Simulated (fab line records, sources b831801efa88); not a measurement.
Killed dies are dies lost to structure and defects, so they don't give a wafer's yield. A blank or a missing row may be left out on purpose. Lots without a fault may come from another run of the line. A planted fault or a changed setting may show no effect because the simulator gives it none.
Which tool did it? | flow gf180mcu | 12 lots, 35 wafers sampled, at 3 steps of a route of 602

WHAT THE GAUGES READ, wafer by wafer
GF_STI_CD_MEAS_12: target cd 220 nm.
lot  | measured    | on        | cd_nm (nm)
L826 | day 2 03:40 | cd_sem-02 | 219.7 220.0 219.7
L827 | day 2 07:01 | cd_sem-01 | 220.8 221.5 220.5
L828 | day 2 11:46 | cd_sem-01 | 219.4 219.7 220.0
L830 | day 2 21:06 | cd_sem-02 | 219.9 220.0 220.2
L831 | day 3 03:02 | cd_sem-02 | 222.0 222.7 223.7
L832 | day 3 08:30 | cd_sem-02 | 218.6 218.3 218.7
L840 | day 5 02:27 | cd_sem-01 | 209.4 222.5
L843 | day 5 16:50 | cd_sem-02 | 221.3 222.1 221.6
L842 | day 5 16:55 | cd_sem-02 | 206.5 207.5 219.7
L844 | day 6 01:33 | cd_sem-02 | 219.3 219.4 218.9
L846 | day 6 09:51 | cd_sem-02 | 220.2 219.8 220.2
L849 | day 6 23:31 | cd_sem-02 | 220.5 220.4 220.2

GF_NWELL_TW_MEAS_11.
lot  | measured    | on            | NWELL_TW
L826 | day 3 09:36 | film_metro-04 | 1561 1563 1560
L827 | day 3 12:19 | film_metro-02 | 1572 1581 1576
L828 | day 3 18:14 | film_metro-01 | 1592 1591 1594
L830 | day 4 04:49 | film_metro-02 | 1577 1564 1579
L831 | day 4 12:37 | film_metro-04 | 1570 1561 1559
L832 | day 4 16:26 | film_metro-01 | 1582 1580 1584
L840 | day 6 15:14 | film_metro-01 | 1574 1583
L843 | day 7 05:13 | film_metro-02 | 1580 1571 1571
L842 | day 7 05:55 | film_metro-04 | 1552 1559 1561
L844 | day 7 12:44 | film_metro-01 | 1587 1586 1588
L846 | day 7 21:11 | film_metro-04 | 1554 1552 1551
L849 | day 8 12:07 | film_metro-01 | 1592 1586 1585

WHICH TOOL RAN EACH LOT (tool, then ch and the chambers of the sampled wafers, then the start)
lot  | GF_STI_EXPOSE_09
L826 | krf_scanner-02 ch 0, day 1 22:29
L827 | krf_scanner-02 ch 0, day 2 01:24
L828 | krf_scanner-02 ch 0, day 2 05:19
L830 | krf_scanner-02 ch 0, day 2 15:24
L831 | krf_scanner-01 ch 0, day 2 20:53
L832 | krf_scanner-02 ch 0, day 3 02:31
L840 | krf_scanner-02 ch 0, day 4 20:22
L843 | krf_scanner-01 ch 0, day 5 09:47
L842 | krf_scanner-02 ch 0, day 5 09:59
L844 | krf_scanner-01 ch 0, day 5 18:56
L846 | krf_scanner-01 ch 0, day 6 02:48
L849 | krf_scanner-01 ch 0, day 6 15:51
- GF_STI_EXPOSE_09: exposes mask COMP, target cd 220 nm.

WHAT THE TOOLS THEMSELVES READ (means of the sampled wafers that have a number; where no wafer has one, the mark that the record gives instead)
The record holds no such reading with a usual standard deviation.

THE ANSWER, worked out from the rows above alone
Rule: what is usual is taken from the lots themselves. Put in order of their means at a reading, lots are off if they are a third of the lots or fewer, leave a main group of 4 or more, and stand apart from it by a gap of 3 or more times the standard deviation of the main group's means; of several such gaps the widest counts. A main group whose means are all the same, to the digits that the tables above print for the reading, isn't used. A lot without any number at a reading at which 4 lots or more have one is off too. The other lots that the step has rows for count as sound. The gauges are gone through in route order, then the tools' own readings, and for those a lot's mean is taken as printed above. The first step at which some lot is off is used, and at that step the reading that is off furthest; a lot without a number counts as furthest.
No lot is off at any reading shown: from this, nothing can be told.

WHAT THE SIMULATOR HAD PUT IN
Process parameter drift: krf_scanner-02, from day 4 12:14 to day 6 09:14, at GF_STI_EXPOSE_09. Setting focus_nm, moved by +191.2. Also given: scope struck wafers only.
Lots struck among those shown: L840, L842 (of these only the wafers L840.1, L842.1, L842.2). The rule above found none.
